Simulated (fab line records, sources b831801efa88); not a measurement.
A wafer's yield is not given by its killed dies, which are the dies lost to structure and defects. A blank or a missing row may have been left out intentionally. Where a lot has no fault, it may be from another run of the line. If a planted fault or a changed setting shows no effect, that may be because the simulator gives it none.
What tool caused it?    flow gf180mcu    14 lots, 42 wafers sampled, at 5 steps of a route of 602

== WHAT THE GAUGES READ, wafer by wafer ==
GF_HV_LDD_TW_MEAS_23. Usual: HV_LDD_2_TW 1061, standard deviation 5.9.
lot   measured      on             HV_LDD_2_TW     flag
L805  day 11 04:26  film-metro-02  1062 1058 1067  
L806  day 11 05:20  film-metro-04  1047 1052 1053  
L808  day 11 17:05  film-metro-01  1060 1061 1066  
L812  day 13 04:08  film-metro-01  30 30 30        OFF
L813  day 13 04:53  film-metro-02  30 30 30        OFF
L818  day 14 23:07  film-metro-02  1065 1068 1059  
L821  day 16 03:51  film-metro-02  1065 1067 1061  
L820  day 16 04:20  film-metro-01  1068 1075 1076  
L822  day 16 15:29  film-metro-02  1061 1069 1065  
L824  day 17 00:32  film-metro-02  1057 1052 1058  
L825  day 17 09:18  film-metro-02  1056 1052 1056  
L826  day 17 14:55  film-metro-01  1056 1062 1059  
L827  day 17 17:40  film-metro-04  1059 1062 1065  
L828  day 18 05:05  film-metro-04  1059 1053 1057  

GF_M3_CD_MEAS_14: the cd target is 280 nm. Usual: cd-nm reads 279.8 nm (standard deviation 1.4).
lot   measured      on         cd-nm (nm)         flag
L805  day 22 00:59  cd-sem-01  279.6 280.3 280.0  
L806  day 22 01:31  cd-sem-02  281.4 281.4 281.0  
L808  day 22 13:18  cd-sem-02  276.0 276.4 275.9  
L818  day 26 01:38  cd-sem-01  281.2 280.9 280.8  
L821  day 27 05:20  cd-sem-01  280.0 280.5 280.7  
L820  day 27 06:26  cd-sem-01  279.8 278.3 278.2  
L822  day 27 15:20  cd-sem-01  279.5 280.5 279.8  
L824  day 27 23:18  cd-sem-01  279.0 280.2 279.5  
L825  day 28 07:17  cd-sem-01  280.3 280.7 280.0  
L826  day 28 12:08  cd-sem-01  278.0 277.7 277.7  
L827  day 28 15:20  cd-sem-01  280.1 279.5 279.6  
L828  day 28 21:50  cd-sem-01  277.6 279.1 278.5  

== WHICH TOOL RAN EACH LOT (tool, then ch and the chambers of the sampled wafers, then the start) ==
lot   GF_HV_LDD_IMPLANT_21             GF_V1_ETCH_17                                  GF_M2_STRIP_17
L805  implanter-03 ch 0, day 11 04:12  rie-diel-02 ch 0,1,2, day 19 20:31 or earlier  plasma-asher-01 ch 0,1, day 19 20:31
L806  implanter-04 ch 0, day 11 05:05  rie-diel-03 ch 0,1,3, day 19 21:10 or earlier  plasma-asher-04 ch 0,1, day 19 21:10
L808  implanter-04 ch 0, day 11 16:50  rie-diel-02 ch 0,1,3, day 20 11:38 or earlier  plasma-asher-01 ch 0,1, day 20 11:38
L812  implanter-04, day 13 03:53       -                                              -
L813  implanter-03, day 13 04:38       -                                              -
L818  implanter-04 ch 0, day 14 22:49  rie-diel-03 ch 0,1, day 24 03:45 or earlier    plasma-asher-02 ch 0, day 24 03:45
L821  implanter-04 ch 0, day 16 03:37  rie-diel-02 ch 0,1,2, day 25 08:30 or earlier  plasma-asher-01 ch 0,1, day 25 08:30
L820  implanter-01 ch 0, day 16 04:05  rie-diel-03 ch 2,3, day 25 10:53 or earlier    plasma-asher-02 ch 0,1, day 25 10:53
L822  implanter-01 ch 0, day 16 15:14  rie-diel-02 ch 1,2,3, day 25 19:27 or earlier  plasma-asher-02 ch 0,1, day 25 19:27
L824  implanter-04 ch 0, day 17 00:17  rie-diel-01 ch 0,2, day 26 04:05 or earlier    plasma-asher-02 ch 0,1, day 26 04:05
L825  implanter-03 ch 0, day 17 09:03  rie-diel-03 ch 0,2,3, day 26 12:41 or earlier  plasma-asher-04 ch 0,1, day 26 12:41
L826  implanter-03 ch 0, day 17 14:40  rie-diel-03 ch 1,2,3, day 26 17:37 or earlier  plasma-asher-04 ch 0,1, day 26 17:37
L827  implanter-03 ch 0, day 17 17:25  rie-diel-02 ch 1,2,3, day 26 20:30 or earlier  plasma-asher-02 ch 0,1, day 26 20:30
L828  implanter-04 ch 0, day 18 04:50  rie-diel-03 ch 0,2, day 27 04:38 or earlier    plasma-asher-04 ch 0,1, day 27 04:38
- GF_HV_LDD_IMPLANT_21
- GF_V1_ETCH_17: etches SiO2 in C4F8/O2/Ar, stops on TiN, target depth 630 nm.
- GF_M2_STRIP_17: strips in O2/N2.

== AS READ BY THE TOOLS THEMSELVES (means over the sampled wafers that have a number; for cases with no such wafer, the mark the record gives instead) ==
GF_HV_LDD_IMPLANT_21. Usual: beam-energy-keV 25.000, standard deviation 0.0077; beam-on-s 10.01 s, standard deviation 0.19; faraday-current-uA 282, standard deviation 5.5.
lot   tool          beam-energy-keV  beam-on-s (s)  faraday-current-uA  flag
L805  implanter-03  24.998           9.97           283                 
L806  implanter-04  25.002           9.97           283                 
L808  implanter-04  24.999           10.04          280                 
L812  implanter-04  -                -              -                   OFF
L813  implanter-03  -                -              -                   OFF
L818  implanter-04  24.997           10.04          280                 
L821  implanter-04  24.991           9.96           284                 
L820  implanter-01  25.004           10.11          279                 
L822  implanter-01  25.010           9.98           282                 
L824  implanter-04  25.002           9.97           282                 
L825  implanter-03  24.998           9.93           285                 
L826  implanter-03  25.003           10.09          279                 
L827  implanter-03  24.999           10.08          279                 
L828  implanter-04  25.006           10.12          279                 

GF_V1_ETCH_17. Usual: oes-product-au reads 0.856 a.u. (standard deviation 0.0046).
lot   tool         oes-product-au (a.u.)  flag
L805  rie-diel-02  0.855                  
L806  rie-diel-03  0.854                  
L808  rie-diel-02  0.858                  
L818  rie-diel-03  0.857                  
L821  rie-diel-02  0.856                  
L820  rie-diel-03  0.851                  
L822  rie-diel-02  0.858                  
L824  rie-diel-01  0.857                  
L825  rie-diel-03  0.856                  
L826  rie-diel-03  0.855                  
L827  rie-diel-02  0.859                  
L828  rie-diel-03  0.857                  

GF_M2_STRIP_17. Usual: drypump-motor-current-A 5.6 A, standard deviation 0.45; heater-power-w 351 W, standard deviation 29; oes-product-au 0.559 a.u., standard deviation 0.0049; strip-time-to-endpoint-s 7.89 s, standard deviation 0.041.
lot   tool             drypump-motor-current-A (A)  heater-power-w (W)  oes-product-au (a.u.)  strip-time-to-endpoint-s (s)  flag
L805  plasma-asher-01  5.2                          341                 0.564                  7.86                          
L806  plasma-asher-04  5.7                          333                 0.554                  7.88                          
L808  plasma-asher-01  5.2                          338                 0.558                  7.87                          
L818  plasma-asher-02  6.0                          424                 0.555                  7.88                          
L821  plasma-asher-01  5.5                          343                 0.559                  7.86                          
L820  plasma-asher-02  5.7                          374                 0.557                  7.88                          
L822  plasma-asher-02  5.7                          371                 0.556                  7.89                          
L824  plasma-asher-02  5.7                          374                 0.557                  7.91                          
L825  plasma-asher-04  5.8                          344                 0.557                  7.92                          
L826  plasma-asher-04  5.7                          334                 0.557                  7.92                          
L827  plasma-asher-02  5.7                          376                 0.559                  7.92                          
L828  plasma-asher-04  5.8                          335                 0.559                  7.92                          

== THE ANSWER, worked out from the rows above alone ==
Rule: a lot is off if the mean of its wafers that have a number lies more than 3 standard deviations from the usual mean. A lot without any number at a reading at which 4 lots or more have one is off too. Any other lot the step has rows for is counted as sound. First the gauges in route order, then the tools' own readings, where a lot's mean is used as printed above. The first step at which some lot is off is used, and at that step the reading that is off furthest; a lot without a number counts as furthest.
Off: L812, L813, at GF_HV_LDD_TW_MEAS_23 (HV_LDD_2_TW).
A tool fits if, at a process step before that reading, it ran every lot that is off, and no sound lot after the first of them. Not tried: the gauges at GF_HV_LDD_TW_MEAS_23; whatever is off there is also off at GF_HV_LDD_IMPLANT_21, on other tools, and gauge error can't account for it. None of those tried fits.

== WHAT THE SIMULATOR PUT IN ==
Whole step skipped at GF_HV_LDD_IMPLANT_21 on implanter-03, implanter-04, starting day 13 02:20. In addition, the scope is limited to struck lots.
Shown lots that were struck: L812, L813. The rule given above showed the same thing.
